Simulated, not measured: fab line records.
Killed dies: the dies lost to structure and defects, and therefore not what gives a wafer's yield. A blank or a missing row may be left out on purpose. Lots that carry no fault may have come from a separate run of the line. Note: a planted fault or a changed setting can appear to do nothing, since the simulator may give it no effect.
fab line records | flow sky130
record lots=13 wafers=39 last-day=50
route steps=708 shown FIELD_ISO@14 NWELL@66
lots with no fault: from the same line, run without faults
start-h: hours from the record's opening day to when the first of the lot's shown wafers began | wait-h: hours elapsed since this lot's preceding step | " repeats the value in the row above | L1.1+2: a row that stands for several wafers | - either no value or no given start | * or withheld: withheld | < > ~ a bound
route shown NAME@n: NAME is a module with steps in the file, n the number in the route of the first one | usual: mean and standard deviation over wafers with no fault | same: alike in all rows | chamber/n: place in a boat | sites: the reading at each site | _std_site: their standard deviation | _edge_site: inner sites' mean taken away from outer sites' mean | radius-mm: how far each site lies from the wafer's centre | mask NAME#n: copy n | behind: tool/chamber where the wafer was last shaped | hold: cause of the lot's hold/its duration in hours/its outcome | device: the n, p or np transistor that did not switch | end of line: at the end of the route, the tests of the same wafers | a step without rows: its recipe alone | killed: at the first sort, the dies lost to defects and structure; wafer yield is something else | map: dies across one wafer; x = killed, . = not, _ = none there
set.NAME: the setting the step ran with; set.NAME@STEP: the setting that earlier step ran with | model.NAME: the simulator's own value behind a step, which no gauge read
steps of the route over a sample of lots; a table a step, a row a wafer
services: from which hour (start-h, from the record's first day; less than 0 if before it) a tool's chamber was out of use, for how many hours, and why
## steps
# step SKY_FIELD_ISO_CD_MEAS_13
# recipe target-cd-nm=150
# usual cd-nm=150.1/1.9
# columns lot.wafer tool chamber start-h wait-h cd-nm
L670.1 cd-sem-01 - 28.89 - 152.4
L670.2 " - " " 153.0
L670.4 " - " " 153.5
L671.2 cd-sem-01 - 35.96 - 149.6
L671.4 " - " " 147.4
L671.5 " - " " 147.3
L672.1 cd-sem-02 - 41.26 - 154.9
L672.5 " - " " 155.8
L672.6 " - " " 155.4
L674.1 cd-sem-02 - 54.50 - 149.8
L674.4 " - " " 151.5
L674.6 " - " " 150.4
L675.1 cd-sem-01 - 57.30 - 148.9
L675.3 " - " " 148.3
L675.6 " - " " 149.1
L676.1 cd-sem-01 - 66.41 - 150.4
L676.4 " - " " 148.9
L676.6 " - " " 149.8
L678.2 cd-sem-01 - 71.76 - 149.1
L678.5 " - " " 149.4
L678.6 " - " " 150.1
L681.4 cd-sem-01 - 88.01 - 150.8
L681.5 " - " " 150.9
L681.6 " - " " 149.7
L682.1 cd-sem-01 - 99.51 - 150.1
L682.2 " - " " 149.1
L682.3 " - " " 150.1
L689.2 cd-sem-02 - 128.63 - 149.8
L689.4 " - " " 152.4
L689.6 " - " " 150.9
L690.1 cd-sem-01 - 135.29 - 153.9
L690.3 " - " " 153.4
L690.5 " - " " 153.5
L692.2 cd-sem-02 - 144.33 - 149.3
L692.4 " - " " 149.5
L692.5 " - " " 150.4
L693.1 cd-sem-01 - 152.85 - 148.0
L693.3 " - " " 147.8
L693.6 " - " " 149.0
# step SKY_FIELD_ISO_THK_MEAS_23
# recipe reads=SiO2_of_FIELD_ISO_OXIDATION_22
# usual FIELD_ISO_OXIDATION_01_THK=10.11/0.21
# columns lot.wafer tool chamber start-h wait-h FIELD_ISO_OXIDATION_01_THK[nm]
L670.1 film-metro-02 - 32.12 0.0 9.93
L670.2 " - " " 9.75
L670.4 " - " " 9.74
L671.2 film-metro-04 - 37.81 0.0 10.07
L671.4 " - " " 9.76
L671.5 " - " " 9.85
L672.1 film-metro-02 - 46.11 0.0 10.18
L672.5 " - " " 9.89
L672.6 " - " " 9.93
L674.1 film-metro-02 - 62.79 0.0 10.19
L674.4 " - " " 9.95
L674.6 " - " " 10.03
L675.1 film-metro-03 - 62.79 0.0 10.08
L675.3 " - " " 9.94
L675.6 " - " " 9.95
L676.1 film-metro-04 - 74.20 0.0 10.32
L676.4 " - " " 9.99
L676.6 " - " " 10.03
L678.2 film-metro-02 - 74.21 0.0 10.04
L678.5 " - " " 10.14
L678.6 " - " " 10.06
L681.4 film-metro-02 - 92.18 0.0 10.22
L681.5 " - " " 10.13
L681.6 " - " " 10.29
L682.1 film-metro-04 - 102.81 0.0 10.55
L682.2 " - " " 10.38
L682.3 " - " " 10.49
L689.2 film-metro-02 - 136.20 0.0 10.02
L689.4 " - " " 9.93
L689.6 " - " " 10.00
L690.1 film-metro-02 - 142.39 0.0 9.86
L690.3 " - " " 9.66
L690.5 " - " " 9.89
L692.2 film-metro-02 - 146.42 0.0 10.34
L692.4 " - " " 10.30
L692.5 " - " " 10.16
L693.1 film-metro-02 - 154.85 0.0 10.25
L693.3 " - " " 10.46
L693.6 " - " " 10.13
# step SKY_FIELD_ISO_THK_MEAS_25
# recipe reads=SiO2_of_FIELD_ISO_CVD_24
# usual FIELD_ISO_CVD_24_THK=596/6.7
# columns lot.wafer tool chamber start-h wait-h FIELD_ISO_CVD_24_THK[nm]
L670.1 film-metro-03 - 32.25 0.0 605
L670.2 " - " " 601
L670.4 " - " " 602
L671.2 film-metro-02 - 37.94 0.0 604
L671.4 " - " " 613
L671.5 " - " " 590
L672.1 film-metro-03 - 46.25 0.0 593
L672.5 " - " " 591
L672.6 " - " " 598
L674.1 film-metro-02 - 62.93 0.0 590
L674.4 " - " " 583
L674.6 " - " " 586
L675.1 film-metro-03 - 63.00 0.0 595
L675.3 " - " " 604
L675.6 " - " " 599
L676.1 film-metro-03 - 74.33 0.0 602
L676.4 " - " " 602
L676.6 " - " " 605
L678.2 film-metro-04 - 74.41 0.0 591
L678.5 " - " " 590
L678.6 " - " " 598
L681.4 film-metro-02 - 92.32 0.0 599
L681.5 " - " " 593
L681.6 " - " " 592
L682.1 film-metro-03 - 102.94 0.0 599
L682.2 " - " " 603
L682.3 " - " " 592
L689.2 film-metro-03 - 136.33 0.0 592
L689.4 " - " " 588
L689.6 " - " " 594
L690.1 film-metro-04 - 142.52 0.0 587
L690.3 " - " " 586
L690.5 " - " " 586
L692.2 film-metro-04 - 146.55 0.0 604
L692.4 " - " " 598
L692.5 " - " " 596
L693.1 film-metro-02 - 154.98 0.0 601
L693.3 " - " " 602
L693.6 " - " " 606
# step SKY_NWELL_IMPLANT_13
# recipe species=P energy-kev=50 dose-cm2=7e+11 tilt-deg=withheld
# usual beam-energy-keV=49.998/0.016 dose-ions-cm2=6.998e+11/7.5e+08 faraday-current-uA=3.95/0.083
# columns lot.wafer tool chamber start-h wait-h beam-energy-keV dose-ions-cm2 faraday-current-uA
L670.1 implanter-01 0 83.43 0.1 49.999 7.005e+11 4.01
L670.2 " 0 " " 49.999 6.994e+11 3.89
L670.4 " 0 " " 49.994 7.001e+11 3.98
L671.2 implanter-04 0 89.66 0.1 49.985 6.997e+11 3.93
L671.4 " 0 " " 50.011 7.001e+11 3.95
L671.5 " 0 " " 49.998 7.009e+11 3.91
L672.1 implanter-02 0 105.63 0.1 49.979 7.003e+11 3.93
L672.5 " 0 " " 49.978 7.002e+11 3.92
L672.6 " 0 " " 49.984 6.994e+11 4.10
L674.1 implanter-02 0 133.88 0.1 50.006 6.986e+11 4.01
L674.4 " 0 " " 50.000 6.977e+11 3.82
L674.6 " 0 " " 49.995 6.986e+11 3.95
L675.1 implanter-04 0 134.43 0.1 49.981 6.995e+11 4.18
L675.3 " 0 " " 50.003 7e+11 3.87
L675.6 " 0 " " 49.993 6.999e+11 4.14
L676.1 implanter-01 0 141.68 0.1 50.004 7.005e+11 4.01
L676.4 " 0 " " 50.002 6.996e+11 3.96
L676.6 " 0 " " 49.994 7.008e+11 3.90
L678.2 implanter-02 0 142.05 0.1 50.009 6.997e+11 3.95
L678.5 " 0 " " 49.988 7.01e+11 3.95
L678.6 " 0 " " 49.988 7.001e+11 4.01
L681.4 implanter-02 0 151.01 0.1 49.997 9.996e+11 5.61
L681.5 " 0 " " 49.991 9.985e+11 5.39
L681.6 " 0 " " 50.009 9.989e+11 5.65
L682.1 implanter-02 0 164.83 0.1 50.005 9.997e+11 5.77
L682.2 " 0 " " 49.993 9.992e+11 5.59
L682.3 " 0 " " 50.027 1.0007e+12 5.72
L689.2 implanter-04 0 208.65 0.1 49.995 6.989e+11 3.99
L689.4 " 0 " " 50.010 6.991e+11 3.97
L689.6 " 0 " " 50.021 6.987e+11 3.97
L690.1 implanter-01 0 209.33 0.1 50.027 6.997e+11 3.96
L690.3 " 0 " " 50.000 7.002e+11 3.82
L690.5 " 0 " " 50.002 6.993e+11 3.94
L692.2 implanter-01 0 217.20 0.1 50.009 6.997e+11 3.87
L692.4 " 0 " " 50.026 7.004e+11 4.12
L692.5 " 0 " " 50.018 6.996e+11 4.03
L693.1 implanter-04 0 224.37 0.1 49.999 6.991e+11 4.02
L693.3 " 0 " " 50.006 7.001e+11 4.02
L693.6 " 0 " " 50.001 6.999e+11 3.92
# step SKY_NWELL_RS_MEAS_29
# recipe thk-meas-gauge=four-point-probe
# usual NWELL_RS=624.6/1.6
# columns lot.wafer tool chamber start-h wait-h NWELL_RS[ohm/sq]
L670.1 film-metro-04 - 100.59 0.1 625.2
L670.2 " - " " 622.2
L670.4 " - " " 622.4
L671.2 film-metro-01 - 107.16 0.1 621.9
L671.4 " - " " 622.7
L671.5 " - " " 624.1
L672.1 film-metro-03 - 123.19 0.1 625.2
L672.5 " - " " 625.9
L672.6 " - " " 626.4
L674.1 film-metro-03 - 152.93 0.1 626.4
L674.4 " - " " 626.7
L674.6 " - " " 625.7
L675.1 film-metro-01 - 153.45 0.1 626.1
L675.3 " - " " 626.5
L675.6 " - " " 625.1
L676.1 film-metro-01 - 162.39 0.1 623.0
L676.4 " - " " 624.3
L676.6 " - " " 622.9
L678.2 film-metro-04 - 162.76 0.1 624.5
L678.5 " - " " 624.4
L678.6 " - " " 622.6
L681.4 film-metro-01 - 171.80 0.1 613.8
L681.5 " - " " 615.2
L681.6 " - " " 615.5
L682.1 film-metro-03 - 186.18 0.1 616.9
L682.2 " - " " 616.8
L682.3 " - " " 617.1
L689.2 film-metro-03 - 231.71 0.1 627.8
L689.4 " - " " 625.9
L689.6 " - " " 624.8
L690.1 film-metro-01 - 231.84 0.1 624.3
L690.3 " - " " 624.2
L690.5 " - " " 623.9
L692.2 film-metro-01 - 239.95 0.1 625.8
L692.4 " - " " 626.2
L692.5 " - " " 624.8
L693.1 film-metro-03 - 247.15 0.1 624.3
L693.3 " - " " 623.4
L693.6 " - " " 625.5
## services
# columns tool chamber start-h hours kind
implanter-04 - 60.35 11.0 pm
implanter-01 - 68.53 5.1 repair
implanter-01 - 97.69 5.8 repair
implanter-04 - 112.16 2.6 repair
implanter-02 - 127.71 1.4 repair
implanter-04 - 147.05 4.2 pm
implanter-04 - 163.44 9.1 repair
implanter-04 - 187.40 4.2 pm
## key
first-sign step=SKY_NWELL_IMPLANT_13 reading=dose-ions-cm2 direction=up sigmas=99+ usual=* struck=*
effect step=SKY_NWELL_IMPLANT_13 reading=faraday-current-uA direction=up sigmas=20 usual=3.95 struck=5.62
effect step=SKY_NWELL_RS_MEAS_29 reading=NWELL_RS direction=down sigmas=5.5 usual=624.6 struck=615.9
met-at SKY_NWELL_IMPLANT_13
struck-lots L681,L682
tester-left-out L681,L682
not-acting-at SKY_FIELD_ISO_CD_MEAS_13,SKY_FIELD_ISO_THK_MEAS_23,SKY_FIELD_ISO_THK_MEAS_25
onset-between 142.05 151.01
fault kind=process-parameter-drift tool=implanter-02 chamber=- onset-h=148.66 steps=SKY_NWELL_IMPLANT_13 channel=dose-cm2 offset=* shape=step end-h=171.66 acts-in=* stated=*
# tester-left-out: of these lots the tester's yield and bins aren't shown, on N5 and GAA mostly nor the transistor test; their killed dies are dies lost to structure and defects alone, not to doping, threshold or leakage, so they don't give the yield
